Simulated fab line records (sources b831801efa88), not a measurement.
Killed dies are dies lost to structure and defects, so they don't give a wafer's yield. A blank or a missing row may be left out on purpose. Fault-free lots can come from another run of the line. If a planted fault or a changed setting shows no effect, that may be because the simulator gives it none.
What tool caused it? | flow sfq-line | Sampling: 7 lots, 21 wafers, 3 of 325 route steps

WHAT EACH GAUGE READ, for each wafer
SFQ_I2_OVL_MEAS_918.
lot  | measured     | on         | I2_OVL (nm)
L805 | day 39 11:57 | overlay-01 | -3 -5 -4
L808 | day 40 19:10 | overlay-02 | 2 11 6
L817 | day 44 15:56 | overlay-01 | 8 10 12
L819 | day 45 07:31 | overlay-02 | 4 4 12
L821 | day 45 10:04 | overlay-02 | -1 -2 -4
L823 | day 51 20:07 | overlay-01 | -4 -4 2
L826 | day 53 04:55 | overlay-01 | -4 0 -8

WHAT TOOL EACH LOT RAN ON (gives the tool, then ch and the chambers of the sampled wafers, and finally the start)
lot  | SFQ_TRILAYER_M1_BARC_OPEN_METAL_ETCH_054 | SFQ_TRILAYER_M1_STRIP_STRIP_043
L805 | rie-metal-01 ch 0,1, day 19 02:28        | rie-metal-01 ch 0,1, day 19 02:40
L808 | rie-metal-01 ch 0,1, day 20 21:49        | rie-metal-01 ch 0,1, day 20 21:59
L817 | rie-metal-03 ch 0,1, day 24 12:52        | rie-metal-03 ch 0,1, day 24 13:03
L819 | rie-metal-01 ch 0,1, day 25 06:52        | rie-metal-01 ch 0,1, day 25 07:03
L821 | rie-metal-03 ch 0,1, day 27 13:01        | rie-metal-03 ch 0,1, day 27 13:23
L823 | rie-metal-03 ch 0,1, day 32 19:56        | rie-metal-03 ch 0,1, day 32 20:18
L826 | rie-metal-01 ch 0,1, day 34 12:50        | rie-metal-01 ch 0,1, day 34 13:01
- SFQ_TRILAYER_M1_BARC_OPEN_METAL_ETCH_054: etches BARC in O2, target depth 125 nm, time 41.7 s.
- SFQ_TRILAYER_M1_STRIP_STRIP_043: strips in O2.

THE ANSWER, worked out from the rows above alone
Rule: the usual values come from the lots themselves. The widest of any qualifying gaps counts: lots, ordered by their means at a reading, are off when they make up no more than a third of the lots, leave a main group of 4 or more, and stand apart from it by 3 or more times the standard deviation of that group's means. The tables above print the reading to a certain number of digits; a main group whose means all agree to those digits is not used. Also off: a lot with no number at a reading for which 4 or more lots have one. All remaining lots with rows at the step are treated as sound.
Nothing can be told from this: no lot is off at any reading shown.

WHAT WAS PUT IN BY THE SIMULATOR
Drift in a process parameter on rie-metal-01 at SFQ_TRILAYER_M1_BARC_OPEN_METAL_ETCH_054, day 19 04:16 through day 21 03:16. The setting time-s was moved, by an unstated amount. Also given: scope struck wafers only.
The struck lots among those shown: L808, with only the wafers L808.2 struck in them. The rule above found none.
